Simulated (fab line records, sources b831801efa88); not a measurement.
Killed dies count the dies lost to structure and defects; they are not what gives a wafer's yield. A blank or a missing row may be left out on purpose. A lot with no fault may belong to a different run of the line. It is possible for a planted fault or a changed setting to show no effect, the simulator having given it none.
Commonality check across tools | flow sky130 | Lots sampled 11, wafers sampled 39

== WHY IT WAS OPENED ==
At SKY_GATE_OXIDE_THK_MEAS_02 the reading GATE_OXIDE_OXIDATION_00_THK is flagged on 2 of 11 lots. No-fault wafers: 10.20 nm, standard deviation 0.19.
Rule: a lot is flagged in two cases, either no wafer of it has a number, or all its wafers with numbers fall more than 4 standard deviations from that mean. The other lots count as sound.

lot  | measured     | on            | GATE_OXIDE_OXIDATION_00_THK (nm), wafer by wafer | flag
L103 | day 12 18:58 | film-metro-04 | 10.31 10.29 10.13                                |
L104 | day 13 11:52 | film-metro-01 | 10.31 10.49 10.55                                |
L107 | day 14 06:41 | film-metro-04 | 10.07 10.26 10.24                                |
L109 | day 14 22:47 | film-metro-01 | 10.02 10.26 10.10                                |
L111 | day 15 07:09 | film-metro-02 | 10.26 10.27 10.15                                |
L113 | day 15 20:16 | film-metro-04 | 12.43 12.43 12.46 12.46 12.43 12.46              | FLAGGED
L114 | day 16 08:58 | film-metro-04 | 12.30 12.37 12.07 12.28 12.36 12.10              | FLAGGED
L115 | day 16 12:28 | film-metro-04 | 9.99 10.12 10.27                                 |
L123 | day 19 12:35 | film-metro-04 | 9.93 10.02 9.95                                  |
L124 | day 20 00:43 | film-metro-02 | 10.07 9.99 9.94                                  |
L125 | day 20 04:25 | film-metro-04 | 10.29 10.52 10.25                                |
Average over the flagged lots: 12.35 nm; offset from the usual +2.15 nm, equal to +11 standard deviations.

== LOT BY LOT: THE TOOL USED ==
The record holds 1 process step before the reading, out of a route of 708 steps. Read each cell as the tool, then ch plus the chambers that the sampled wafers visited, then the start.
lot  | flag    | SKY_GATE_OXIDE_OXIDATION_01
L103 |         | furnace-01 ch 0, day 12 17:34
L104 |         | furnace-01 ch 0, day 13 10:25
L107 |         | furnace-02 ch 0, day 14 05:16
L109 |         | furnace-01 ch 0, day 14 21:22
L111 |         | furnace-01 ch 0, day 15 05:44
L113 | FLAGGED | furnace-01 ch 0, day 15 18:52
L114 | FLAGGED | furnace-01 ch 0, day 16 07:33
L115 |         | furnace-02 ch 0, day 16 11:03
L123 |         | furnace-01 ch 0, day 19 11:11
L124 |         | furnace-01 ch 0, day 19 23:19
L125 |         | furnace-01 ch 0, day 20 03:00
What these steps do:
- SKY_GATE_OXIDE_OXIDATION_01: stabilise 600 s, purge 300 s, target thk 10.268 nm.
- SKY_GATE_OXIDE_THK_MEAS_02

== FLAGGED AGAINST TOTAL, ONE TOOL AT A TIME (gauges that did the reading follow at the end) ==
step                        | tool          | lots run | flagged | share of the flagged lots | sound lots run after its first flagged lot
SKY_GATE_OXIDE_OXIDATION_01 | furnace-01    | 9        | 2       | all                       | 3 (L123,L124,L125)
SKY_GATE_OXIDE_OXIDATION_01 | furnace-02    | 2        | 0       | none                      | -
SKY_GATE_OXIDE_THK_MEAS_02  | film-metro-01 | 2        | 0       | none                      | -
SKY_GATE_OXIDE_THK_MEAS_02  | film-metro-02 | 2        | 0       | none                      | -
SKY_GATE_OXIDE_THK_MEAS_02  | film-metro-04 | 7        | 2       | all                       | 3 (L115,L123,L125)

== WHAT THE TABLE ALLOWS ==
2 rows of the table ran every flagged lot: furnace-01 at SKY_GATE_OXIDE_OXIDATION_01, film-metro-04 at SKY_GATE_OXIDE_THK_MEAS_02.
- furnace-01 at SKY_GATE_OXIDE_OXIDATION_01: 2 of its 9 lots flagged. Sound lots followed the first flagged one (L123, L124, L125) on it, something a lasting fault affecting the whole tool could not allow. Its own readings (spike-tc-centre-C, spike-tc-lower-C, spike-tc-top-C, spike-tc-upper-C, tube-center-temp-C, tube_center_temp_C_max) fall more than 4 standard deviations out on all wafers of the flagged lots.
- film-metro-04 at SKY_GATE_OXIDE_THK_MEAS_02: 2 of its 7 lots flagged. Sound lots followed the first flagged one (L115, L123, L125) on it, something a lasting fault affecting the whole tool could not allow.
Every row of the table either missed a flagged lot or ran a sound lot after the first.

== WHAT THE SIMULATOR HAD PUT IN ==
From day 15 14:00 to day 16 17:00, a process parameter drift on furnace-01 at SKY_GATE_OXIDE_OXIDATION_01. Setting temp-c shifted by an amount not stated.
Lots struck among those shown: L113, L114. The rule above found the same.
